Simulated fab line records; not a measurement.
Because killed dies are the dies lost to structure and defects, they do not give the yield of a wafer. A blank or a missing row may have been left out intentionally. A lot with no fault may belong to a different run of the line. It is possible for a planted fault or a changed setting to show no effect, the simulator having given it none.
fab line records	flow gf180mcu
record lots=15	wafers=45	last_day=33
route steps=602 shown SALICIDE@286
lots with no fault: from the same line, run without faults
start_h: hours from the record's first day to the start of the lot's first wafer shown	wait_h: hours elapsed since this lot's preceding step	" identical to the entry in the row above	L1.1+2: one row covering several wafers at once	- no value, or no start was given	* or withheld: withheld	< > ~ a bound
route shown NAME@n: a module of which the file shows steps, and the number in the route of the first	usual: mean/standard deviation of fault-free wafers	same: alike in all rows	chamber/n: place in a boat	sites: readings site by site	_std_site: their standard deviation	_edge_site: inner sites' mean taken away from outer sites' mean	radius_mm: how far each site lies from the wafer's centre	mask NAME#n: copy n	behind: tool/chamber where the wafer was last shaped	hold: what put the lot on hold/how long, in hours/how the hold closed	device: the n, p or np transistor that did not switch	end of line: tests run on the same wafers once the route is complete	a step with no rows: only its recipe	killed: at the first sort, the dies lost to defects and structure; wafer yield is something else	map: the dies of a wafer, with x for killed, . for not killed, _ for no die there
set.NAME: the setting the step ran with; set.NAME@STEP: the setting that earlier step ran with	model.NAME: the simulator's own value behind a step, which no gauge read
the route's steps for a sample of lots (tables are steps, rows are wafers)
## steps
# step GF_SALICIDE_RTA_08
# recipe temp_c=800	time_s=30	ambient=N2
# usual anneal_temp_c_max=803.4/0.62	chamber_o2_ppm=1.997/0.021	lamp_power_pct=17.2/1.1	wafer_temp_C_max=804.5/1
lot.wafer	tool	chamber	start_h	wait_h	anneal_temp_c_max	chamber_o2_ppm	lamp_power_pct	wafer_temp_C_max
L547.4	rtp_anneal-01	0	335.35	0.1	803.4	2.000	18.5	805.2
L547.5	"	0	"	"	803.5	2.007	18.5	806.6
L547.6	"	0	"	"	802.6	1.984	18.5	804.8
L548.2	rtp_anneal-01	0	350.56	0.0	803.0	1.979	18.5	804.5
L548.3	"	0	"	"	803.5	1.969	18.5	807.2
L548.4	"	0	"	"	803.0	1.995	18.5	805.4
L549.2	rtp_anneal-02	0	358.65	0.0	803.8	2.015	16.1	804.8
L549.4	"	0	"	"	803.1	2.050	16.1	804.8
L549.6	"	0	"	"	803.1	1.985	16.1	805.8
L551.1	rtp_anneal-01	-	373.24	0.0	-	-	-	-
L551.4	"	-	"	"	-	-	-	-
L551.5	"	-	"	"	-	-	-	-
L552.1	rtp_anneal-02	-	382.65	0.0	-	-	-	-
L552.2	"	-	"	"	-	-	-	-
L552.5	"	-	"	"	-	-	-	-
L553.1	rtp_anneal-02	-	392.10	0.0	-	-	-	-
L553.2	"	-	"	"	-	-	-	-
L553.6	"	-	"	"	-	-	-	-
L554.2	rtp_anneal-02	0	403.54	0.0	802.4	2.024	16.1	804.1
L554.5	"	0	"	"	803.0	2.011	16.1	803.1
L554.6	"	0	"	"	803.0	1.999	16.1	803.7
L559.4	rtp_anneal-02	0	443.83	0.1	804.1	1.981	16.1	803.9
L559.5	"	0	"	"	803.5	1.996	16.1	805.0
L559.6	"	0	"	"	802.8	2.008	16.2	803.8
L560.1	rtp_anneal-01	0	459.78	0.0	802.7	2.022	18.5	807.0
L560.3	"	0	"	"	802.3	2.024	18.4	805.3
L560.6	"	0	"	"	802.9	1.985	18.5	805.9
L561.1	rtp_anneal-02	0	468.16	0.0	802.8	1.994	16.1	802.9
L561.2	"	0	"	"	803.0	1.961	16.1	804.1
L561.6	"	0	"	"	805.0	2.014	16.2	803.6
L562.2	rtp_anneal-02	0	473.14	0.0	803.6	1.971	16.1	803.1
L562.4	"	0	"	"	804.3	1.968	16.1	802.8
L562.5	"	0	"	"	803.4	1.956	16.1	803.5
L563.2	rtp_anneal-02	0	479.81	0.0	804.4	1.994	16.1	803.9
L563.3	"	0	"	"	804.9	1.959	16.2	803.8
L563.4	"	0	"	"	803.8	1.993	16.2	804.1
L564.1	rtp_anneal-02	0	486.15	0.0	804.1	2.000	16.1	803.4
L564.4	"	0	"	"	803.3	2.003	16.1	803.4
L564.5	"	0	"	"	803.8	1.988	16.1	804.1
L565.1	rtp_anneal-02	0	491.88	0.0	804.0	1.979	16.1	803.1
L565.3	"	0	"	"	804.6	1.991	16.1	803.3
L565.5	"	0	"	"	803.3	1.995	16.1	804.1
L566.3	rtp_anneal-01	0	503.78	0.0	802.8	1.983	18.4	804.9
L566.4	"	0	"	"	802.9	2.000	18.4	805.3
L566.5	"	0	"	"	802.0	2.006	18.4	806.1
## key
first_sign step=GF_SALICIDE_RTA_08	reading=tool_record	direction=missing
effect none on later readings
met_at GF_SALICIDE_RTA_08
struck_lots L551,L552,L553
later_rows_left_out L551.1,L551.4,L551.5,L552.1,L552.2,L552.5,L553.1,L553.2,L553.6
sort_left_out L551.1,L551.4,L551.5,L552.1,L552.2,L552.5,L553.1,L553.2,L553.6
tester_left_out L551,L552,L553
onset_between 358.65 373.24
fault kind=skipped_step_whole	tool=rtp_anneal-01,rtp_anneal-02	chamber=-	onset_h=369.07	steps=GF_SALICIDE_RTA_08	scope=struck_lots_only
# tester_left_out: of these lots the tester's yield and bins aren't shown, on N5 and GAA mostly nor the transistor test; their killed dies are dies lost to structure and defects alone, not to doping, threshold or leakage, so they don't give the yield
# sort_left_out: the simulated sort isn't trusted on such a fault, so these wafers' sort isn't shown, and their yield isn't known
# later_rows_left_out: the simulator's readings of these wafers behind a module that went badly wrong aren't trusted and aren't shown, but for the sort
